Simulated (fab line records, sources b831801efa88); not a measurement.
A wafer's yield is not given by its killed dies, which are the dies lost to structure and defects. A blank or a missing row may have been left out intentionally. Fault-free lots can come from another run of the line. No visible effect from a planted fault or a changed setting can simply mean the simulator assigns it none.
The tool behind it: which one? + flow gf180mcu + 11 lots, 33 wafers sampled, at 5 steps of a route of 602

== WHAT THE GAUGES READ, wafer by wafer ==
GF_V2_THK_MEAS_01. Usual: for V2_CVD_00_THK the level is 600 nm and the standard deviation is 6.1.
| lot  | measured     | on           | V2_CVD_00_THK (nm) | flag |
|------|--------------|--------------|--------------------|------|
| L803 | day 18 13:26 | filmMetro-04 | 603 601 610        |      |
| L804 | day 19 11:52 | filmMetro-03 | 596 596 584        |      |
| L805 | day 19 12:58 | filmMetro-03 | 600 593 598        |      |
| L806 | day 19 19:53 | filmMetro-02 | 603 597 600        |      |
| L807 | day 20 06:19 | filmMetro-03 | 599 589 604        |      |
| L808 | day 23 00:25 | filmMetro-02 | 600 599 605        |      |
| L809 | day 23 03:58 | filmMetro-02 | 606 605 602        |      |
| L811 | day 23 09:40 | filmMetro-04 | 618 611 614        |      |
| L813 | day 23 12:16 | filmMetro-03 | 606 594 596        |      |
| L817 | day 25 00:18 | filmMetro-02 | 602 603 595        |      |
| L821 | day 26 17:27 | filmMetro-02 | 589 591 601        |      |

GF_V3_RS_MEAS_24: measurement is done with a four-point probe. Usual: for V3_W_RS the level is 0.327 ohm/sq and the standard deviation is 0.0038.
| lot  | measured     | on           | V3_W_RS (ohm/sq)  | flag |
|------|--------------|--------------|-------------------|------|
| L803 | day 21 19:37 | filmMetro-03 | 0.326 0.330 0.326 |      |
| L804 | day 22 17:20 | filmMetro-01 | 0.328 0.330 0.325 |      |
| L805 | day 22 18:07 | filmMetro-03 | 0.324 0.326 0.325 |      |
| L806 | day 23 00:43 | filmMetro-04 | 0.322 0.321 0.327 |      |
| L807 | day 23 10:39 | filmMetro-04 | 0.328 0.332 0.327 |      |
| L808 | day 25 21:53 | filmMetro-01 | 0.327 0.326 0.326 |      |
| L809 | day 26 00:40 | filmMetro-01 | 0.333 0.334 0.328 |      |
| L811 | day 26 05:17 | filmMetro-04 | 0.328 0.269 0.269 | OFF  |
| L813 | day 26 08:28 | filmMetro-04 | 0.321 0.326 0.328 |      |
| L817 | day 27 17:47 | filmMetro-04 | 0.326 0.327 0.321 |      |
| L821 | day 29 06:55 | filmMetro-03 | 0.323 0.325 0.328 |      |

GF_V3_THK_MEAS_25: measures by xrf. Usual: for V3_W_THK the level is 357 nm and the standard deviation is 4.8.
| lot  | measured     | on           | V3_W_THK (nm) | flag |
|------|--------------|--------------|---------------|------|
| L803 | day 21 19:44 | filmMetro-03 | 358 353 357   |      |
| L804 | day 22 17:26 | filmMetro-01 | 357 353 358   |      |
| L805 | day 22 18:14 | filmMetro-03 | 357 357 360   |      |
| L806 | day 23 00:50 | filmMetro-04 | 359 361 357   |      |
| L807 | day 23 10:46 | filmMetro-04 | 354 350 354   |      |
| L808 | day 25 21:59 | filmMetro-01 | 361 363 364   |      |
| L809 | day 26 00:47 | filmMetro-01 | 352 352 358   |      |
| L811 | day 26 05:25 | filmMetro-04 | 355 432 431   | OFF  |
| L813 | day 26 08:35 | filmMetro-04 | 359 356 355   |      |
| L817 | day 27 17:53 | filmMetro-04 | 356 355 364   |      |
| L821 | day 29 07:02 | filmMetro-03 | 359 361 354   |      |

== WHICH TOOL RAN EACH LOT (tool, then ch and the chambers of the sampled wafers, then the start) ==
| lot  | GF_M3_SPUTTER_01            | GF_V3_CVD_23                 |
|------|-----------------------------|------------------------------|
| L803 | pvdSputter-02, day 19 16:28 | cvdW-01 ch 0,1, day 21 19:30 |
| L804 | pvdSputter-01, day 20 14:34 | cvdW-01 ch 0,1, day 22 17:12 |
| L805 | pvdSputter-01, day 20 15:31 | cvdW-02 ch 0,1, day 22 17:59 |
| L806 | pvdSputter-02, day 20 22:44 | cvdW-01 ch 0,1, day 23 00:35 |
| L807 | pvdSputter-02, day 21 08:31 | cvdW-02 ch 0,1, day 23 10:31 |
| L808 | pvdSputter-02, day 24 00:58 | cvdW-01 ch 0,1, day 25 21:45 |
| L809 | pvdSputter-04, day 24 04:35 | cvdW-02 ch 0,1, day 26 00:33 |
| L811 | pvdSputter-04, day 24 09:37 | cvdW-02 ch 0,1, day 26 05:11 |
| L813 | pvdSputter-04, day 24 12:21 | cvdW-01 ch 0,1, day 26 08:21 |
| L817 | pvdSputter-04, day 25 23:04 | cvdW-01 ch 0,1, day 27 17:39 |
| L821 | pvdSputter-04, day 27 15:08 | cvdW-01 ch 0,1, day 29 06:47 |
- GF_M3_SPUTTER_01: material TiN, target thk 30 nm, time 25 s.
- GF_V3_CVD_23: deposits W, target thk 350 nm, time 104.9 s.

== WHAT THE TOOLS THEMSELVES READ (means of the sampled wafers that have a number; where no wafer has one, the mark that the record gives instead) ==
GF_M3_SPUTTER_01. Usual: 29.9 % for throttleValvePct, sd 0.62.
| lot  | tool          | throttleValvePct (%) | flag |
|------|---------------|----------------------|------|
| L803 | pvdSputter-02 | 29.8                 |      |
| L804 | pvdSputter-01 | 29.1                 |      |
| L805 | pvdSputter-01 | 29.4                 |      |
| L806 | pvdSputter-02 | 30.0                 |      |
| L807 | pvdSputter-02 | 29.6                 |      |
| L808 | pvdSputter-02 | 29.5                 |      |
| L809 | pvdSputter-04 | 30.7                 |      |
| L811 | pvdSputter-04 | 30.8                 |      |
| L813 | pvdSputter-04 | 30.3                 |      |
| L817 | pvdSputter-04 | 30.1                 |      |
| L821 | pvdSputter-04 | 30.1                 |      |

GF_V3_CVD_23. Usual: 896 W for heaterPowerW, sd 94.
| lot  | tool    | heaterPowerW (W) | flag |
|------|---------|------------------|------|
| L803 | cvdW-01 | 987              |      |
| L804 | cvdW-01 | 974              |      |
| L805 | cvdW-02 | 795              |      |
| L806 | cvdW-01 | 1003             |      |
| L807 | cvdW-02 | 805              |      |
| L808 | cvdW-01 | 998              |      |
| L809 | cvdW-02 | 820              |      |
| L811 | cvdW-02 | 798              |      |
| L813 | cvdW-01 | 965              |      |
| L817 | cvdW-01 | 969              |      |
| L821 | cvdW-01 | 963              |      |

== THE ANSWER, worked out from the rows above alone ==
Rule: a lot counts as off when the mean over its wafers that have a number is more than 3 standard deviations away from the usual mean. A lot without any number at a reading at which 4 lots or more have one is off too. Where the step has rows for the other lots, those lots are counted as sound. After the gauges, taken in route order, come the tools' own readings; for these a lot's mean is taken, as printed above. The first step at which some lot is off is used, and at that step the reading that is off furthest; a lot without a number counts as furthest.
Off: L811, at GF_V3_RS_MEAS_24 (V3_W_RS).
A tool fits if, at a process step before that reading, it ran every lot that is off, and no sound lot after the first of them. Gauges at GF_V3_RS_MEAS_24: tried the same way as those tools. One candidate fits, namely cvdW-02 at GF_V3_CVD_23. Its last sound lot is L809 (day 26 00:33), its first lot that is off L811 (day 26 05:11): a fault that began between those two fits.

== WHAT THE SIMULATOR HAD PUT IN ==
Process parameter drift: cvdW-02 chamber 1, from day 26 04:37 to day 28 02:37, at GF_V3_CVD_23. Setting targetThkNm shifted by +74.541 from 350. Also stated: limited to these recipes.
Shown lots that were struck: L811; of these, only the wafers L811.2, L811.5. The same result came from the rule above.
